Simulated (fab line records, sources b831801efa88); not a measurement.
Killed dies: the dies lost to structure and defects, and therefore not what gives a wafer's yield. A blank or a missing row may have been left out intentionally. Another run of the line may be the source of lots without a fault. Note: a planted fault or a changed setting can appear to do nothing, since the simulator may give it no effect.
One fault seen from 2 desks | flow sky130 | each desk holds nothing but its own numbers, with what lay behind them at the end

== FROM THE METROLOGY DESK ==
What the gauges read, lot by lot, whatever tool the lot ran on: means of the sampled wafers that have a number. The brackets show how far a lot's mean lies from the usual mean; more than 4 standard deviations puts the lot out of limits, marked OUT.
Columns: A = CAP2M_TIN_RS at SKY_CAP2M_RS_MEAS_03, usual 6.88 ohm/sq
lot  | first seen here | A
L693 | day 39 17:10    | 6.86
L697 | day 41 05:22    | 6.82
L700 | day 42 03:30    | 6.90
L701 | day 42 13:56    | 6.93
L702 | day 42 15:40    | 6.83
L704 | day 43 06:16    | 6.90
L705 | day 43 12:11    | 6.83
L710 | day 44 19:35    | 6.79
L711 | day 45 01:16    | 6.85
L712 | day 45 03:07    | 6.92
L714 | day 45 15:25    | 6.89
This desk's finding: nothing out of limits on any of the 11 lots.

== THE TOOL OWNER'S DESK: rie metal-01 ==
The tool's own readings at SKY_METAL4_ETCH_16 (etches BARC in N2/H2, stops on SiO2, time 88.2 s, target depth 60 nm): means of the sampled wafers that have a number, for each lot that ran on this tool. The brackets show how far a lot's mean lies from the usual mean; more than 4 standard deviations puts the lot out of limits, marked OUT.
Columns: A = drypump motor current A at SKY_METAL4_ETCH_16, usual 5.4 A; B = oes product au at SKY_METAL4_ETCH_16, usual 0.627 a.u.; C = rf fwd power W at SKY_METAL4_ETCH_16, usual 496.5 W; D = run length s at SKY_METAL4_ETCH_16, usual 116.6 s; E = throttle valve pct at SKY_METAL4_ETCH_16, usual 13.204 %
lot  | first seen here | A   | B               | C     | D               | E
L702 | day 44 14:08    | 5.3 | 0.628           | 498.1 | 116.9           | 13.203
L704 | day 45 03:23    | 5.2 | 0.628           | 496.2 | 116.6           | 13.210
L711 | day 46 20:49    | 5.3 | 0.780 (+36) OUT | 497.6 | 97.9 (-60) OUT  | 13.212
L712 | day 46 22:04    | 5.3 | 0.707 (+19) OUT | 499.8 | 107.1 (-31) OUT | 13.214
This desk's verdict: out of limits on L711, L712, starting with L711 at day 46 20:49 (oes product au at SKY_METAL4_ETCH_16). L702, L704 stayed within limits.

== PUT TOGETHER ==
On L711, L712, at day 46 20:49, an alarm was possible from the tool owner's desk.
At the metrology desk, nothing out of limits was observed.
The metrology desk has L711, L712 on record, within its limits.
All the named lots went through SKY_METAL4_ETCH_16 on rie metal-01.

== WHAT THE SIMULATOR HAD PUT IN ==
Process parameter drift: rie metal-01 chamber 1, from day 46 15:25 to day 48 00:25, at SKY_METAL4_ETCH_16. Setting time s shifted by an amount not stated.
Struck lots among those shown: L711, L712.
Hours from the fault's start to each desk's first reading out of limits: the tool owner's desk, 5.
